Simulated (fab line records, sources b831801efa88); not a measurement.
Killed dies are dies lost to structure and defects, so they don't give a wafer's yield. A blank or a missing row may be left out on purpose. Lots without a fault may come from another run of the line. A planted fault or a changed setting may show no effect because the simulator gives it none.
fab line records | flow sky130
record lots=5 wafers=15 last_day=50
route steps=708 shown SD_P@324 RES_XHIGH@332 PAD_OPEN@708
lots that met no fault: from a run of the same line without faults
start_h: hours from the record's first day to the start of the lot's first wafer shown | wait_h: hours since the lot's step before | " the same as in the row above | L1.1+2: a row that stands for several wafers | - no value, or no start given | * or withheld: withheld | < > ~ a bound
route shown NAME@n: a module of which the file shows steps, and the number in the route of the first | usual: mean/standard deviation of fault-free wafers | same: alike in all rows | chamber/n: place in a boat | sites: the reading at each site | _std_site: their standard deviation | _edge_site: outer sites' mean less inner sites' | radius_mm: how far each site lies from the wafer's centre | mask NAME#n: copy n | behind: the tool/chamber that last shaped the wafer | hold: why the lot was held/for how many hours/how that ended | device: the transistor (n, p or np) that didn't switch | end of line: the same wafers' tests at the end of the route | a step without rows: its recipe alone | killed: dies lost to structure and defects at the first sort, not the wafer's yield | map: a wafer's dies, x killed, . not, _ none there
set.NAME: the setting as run; set.NAME@STEP: as run at that earlier step | model.NAME: the simulator's own value behind a step, which no gauge read
lots at some steps of the route; a table a step, a row a wafer
services: from which hour (start_h, from the record's first day; less than 0 if before it) a tool's chamber was out of use, for how many hours, and why
## steps
# step SKY_SD_P_EXPOSE_04
# recipe mask_id=PSDM na=0.6 source_shape=conventional sigma_outer=0.6 polarization=unpolarized target_cd_nm=380 dose_mj=138
# step SKY_SD_P_PEB_05
# recipe temp_c=withheld time_s=* resist=NOVOLAK
# step SKY_SD_P_DEVELOP_06
# recipe resist=NOVOLAK developer=TMAH develop_time_s=60 dev_temp_c=23
# step SKY_SD_P_CD_MEAS_07
# recipe target_cd_nm=380
# usual cd_nm=379.4/2.1
# columns lot.wafer tool chamber start_h wait_h cd_nm
L709.4 cd_sem-02 - 666.11 0.1 382.6
L709.5 " - " " 379.2
L709.6 " - " " 382.1
L711.3 cd_sem-02 - 668.69 0.1 380.3
L711.5 " - " " 381.9
L711.6 " - " " 383.0
L719.1 cd_sem-01 - 710.25 0.1 382.9
L719.5 " - " " 381.0
L719.6 " - " " 381.5
L722.3 cd_sem-01 - 734.26 0.1 379.4
L722.4 " - " " 380.9
L722.6 " - " " 378.8
L725.2 cd_sem-02 - 763.54 0.1 376.3
L725.3 " - " " 378.9
L725.5 " - " " 376.7
# step SKY_SD_P_OVL_MEAS_08
# usual SD_P_OVL=-0.6/1.5
# columns lot.wafer tool chamber start_h wait_h SD_P_OVL[nm]
L709.4 overlay-02 - 666.19 0.1 -2.0
L709.5 " - " " -2.3
L709.6 " - " " -2.2
L711.3 overlay-02 - 668.79 0.1 -0.2
L711.5 " - " " 1.0
L711.6 " - " " 1.5
L719.1 overlay-01 - 710.37 0.1 1.2
L719.5 " - " " 0.4
L719.6 " - " " 0.5
L722.3 overlay-01 - 734.35 0.1 -0.2
L722.4 " - " " -0.4
L722.6 " - " " -0.6
L725.2 overlay-02 - 763.64 0.1 -0.8
L725.3 " - " " -1.4
L725.5 " - " " -0.9
# step SKY_SD_P_IMPLANT_09
# recipe species=BF2 energy_kev=20 dose_cm2=3e+15 tilt_deg=0
# step SKY_SD_P_STRIP_10
# recipe chemistry=O2/N2 power_w=1400 pressure_mtorr=1500 platen_temp_c=withheld o2_flow_sccm=3000 n2_flow_sccm=300 overash_fraction=0.5
# usual drypump_motor_current_A=5.9/0.3 oes_product_au=0.618/0.0047 strip_time_to_endpoint_s=17.49/0.042
# same overash_fraction=0.5
# columns lot.wafer tool chamber start_h wait_h drypump_motor_current_A oes_product_au rf_hours_counter_h strip_time_to_endpoint_s
L709.4 plasma_asher-04 0 666.39 0.1 5.6 0.623 - 17.50
L709.5 " 0 " " 5.6 0.618 - 17.53
L709.6 " 1 " " 6.2 0.620 - 17.51
L711.3 plasma_asher-04 1 668.99 0.1 6.2 0.614 - 17.45
L711.5 " 0 " " 5.6 0.618 - 17.51
L711.6 " 1 " " 6.2 0.625 - 17.47
L719.1 plasma_asher-01 0 710.56 0.1 6.0 0.616 57 17.40
L719.5 " 1 " " 6.3 0.621 - 17.46
L719.6 " 0 " " 5.9 0.620 - 17.42
L722.3 plasma_asher-03 0 734.56 0.1 5.7 0.611 - 17.45
L722.4 " 1 " " 5.4 0.619 - 17.44
L722.6 " 1 " " 5.4 0.620 - 17.46
L725.2 plasma_asher-01 0 763.82 0.1 5.9 0.622 63 17.49
L725.3 " 0 " " 6.0 0.616 - 17.47
L725.5 " 1 " " 6.3 0.615 - 17.47
# step SKY_SD_P_TW_MEAS_11
# usual SD_P_TW=2829/30
# columns lot.wafer tool chamber start_h wait_h SD_P_TW
L709.4 film_metro-02 - 666.49 0.1 2809
L709.5 " - " " 2820
L709.6 " - " " 2826
L711.3 film_metro-02 - 669.08 0.1 2825
L711.5 " - " " 2817
L711.6 " - " " 2822
L719.1 film_metro-02 - 710.66 0.1 2792
L719.5 " - " " 2800
L719.6 " - " " 2791
L722.3 film_metro-04 - 734.65 0.1 2861
L722.4 " - " " 2843
L722.6 " - " " 2845
L725.2 film_metro-04 - 763.93 0.1 2848
L725.3 " - " " 2840
L725.5 " - " " 2847
# step SKY_RES_XHIGH_DEHYDRATE_00
# recipe temp_c=200 time_s=60
# step SKY_RES_XHIGH_HMDS_01
# recipe prime_time_s=60 prime_temp_c=120
# step SKY_RES_XHIGH_COAT_02
# recipe resist=NOVOLAK spin_rpm=3000 resist_thk_nm=1140
# step SKY_RES_XHIGH_SOFTBAKE_03
# recipe temp_c=90 time_s=60 resist=NOVOLAK
# step SKY_RES_XHIGH_EXPOSE_04
# recipe mask_id=URPM na=0.6 source_shape=conventional sigma_outer=0.6 polarization=unpolarized target_cd_nm=1270 dose_mj=140
# columns lot.wafer tool chamber start_h wait_h mask
L709.4+5+6 iline_stepper-01 0 681.10 - URPM#0
L711.3+5+6 iline_stepper-02 0 683.16 - URPM#0
L719.1+5+6 iline_stepper-01 0 724.52 - URPM_R1#0
L722.3+4+6 iline_stepper-01 0 748.43 - URPM#0
L725.2+3+5 iline_stepper-02 0 777.41 - URPM#0
# step SKY_RES_XHIGH_PEB_05
# recipe temp_c=withheld time_s=* resist=NOVOLAK
# step SKY_PAD_OPEN_PROBE_99
# usual killed_at_M0_to_M3=43/7.5 killed_at_M4_up=3.0/1.6 killed_at_contacts=23/5.8 killed_at_front_end=14/4.8 killed_at_other=0.3/0.52 killed_dies=84/9.1 killed_open=47/7.2 killed_short=37/5.8
# same gross_dies=492 killed_at_back_side=0
# columns lot.wafer tool chamber start_h wait_h killed_at_M0_to_M3 killed_at_M4_up killed_at_contacts killed_at_front_end killed_at_other killed_dies killed_open killed_short
L719.1 prober-01 - 1160.50 0.1 48 3 24 12 0 87 46 41
L719.5 prober-01 - 1160.70 0.2 41 5 19 11 0 76 38 38
L719.6 prober-01 - 1160.75 0.2 36 6 14 15 1 72 37 35
# killed by level:class
L719.1 VIA1:geometric_particle:open=12 VIA2:geometric_particle:short=8 METAL2:geometric_particle:short=7 LI_CONTACT:geometric_particle:open=7 VIA3:geometric_particle:open=7 CONTACT:geometric_particle:short=6 CONTACT:geometric_particle:open=6 FIELD_ISO:geometric_particle:short=3
L719.5 VIA1:geometric_particle:open=11 LI_CONTACT:geometric_particle:open=7 VIA1:geometric_particle:short=7 CONTACT:geometric_particle:open=6 METAL2:geometric_particle:short=6 VIA2:geometric_particle:short=6 CONTACT:geometric_particle:short=3 METAL1:geometric_particle:short=3
L719.6 VIA1:geometric_particle:open=9 VIA2:geometric_particle:open=7 CONTACT:geometric_particle:open=5 METAL3:geometric_particle:short=5 FIELD_ISO:geometric_particle:short=4 POLY_GATE:geometric_particle:open=4 VIA1:geometric_particle:short=4 METAL2:geometric_particle:short=4
## services
# columns tool chamber start_h hours kind
plasma_asher-03 - 649.23 1.9 repair
plasma_asher-04 - 684.14 0.4 repair
plasma_asher-03 - 700.42 1.3 repair
plasma_asher-03 - 704.45 2.7 repair
iline_stepper-02 - 741.57 1.7 pm
plasma_asher-04 - 756.55 2.8 pm
plasma_asher-03 - 757.17 7.1 repair
## key
first_sign step=SKY_RES_XHIGH_EXPOSE_04 reading=mask direction=changed
effect none on later readings
met_at SKY_RES_XHIGH_EXPOSE_04
struck_wafers L719.1,L719.5,L719.6
tester_left_out L719
onset_between 681.10 724.52
fault kind=wrong_mask tool=any chamber=- onset_h=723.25 steps=SKY_RES_XHIGH_EXPOSE_04 aux_copy=URPM_R1#0 cd_offset_nm=89 scope=struck_lots_only
# tester_left_out: of these lots the tester's yield and bins aren't shown, on N5 and GAA mostly nor the transistor test; their killed dies are dies lost to structure and defects alone, not to doping, threshold or leakage, so they don't give the yield
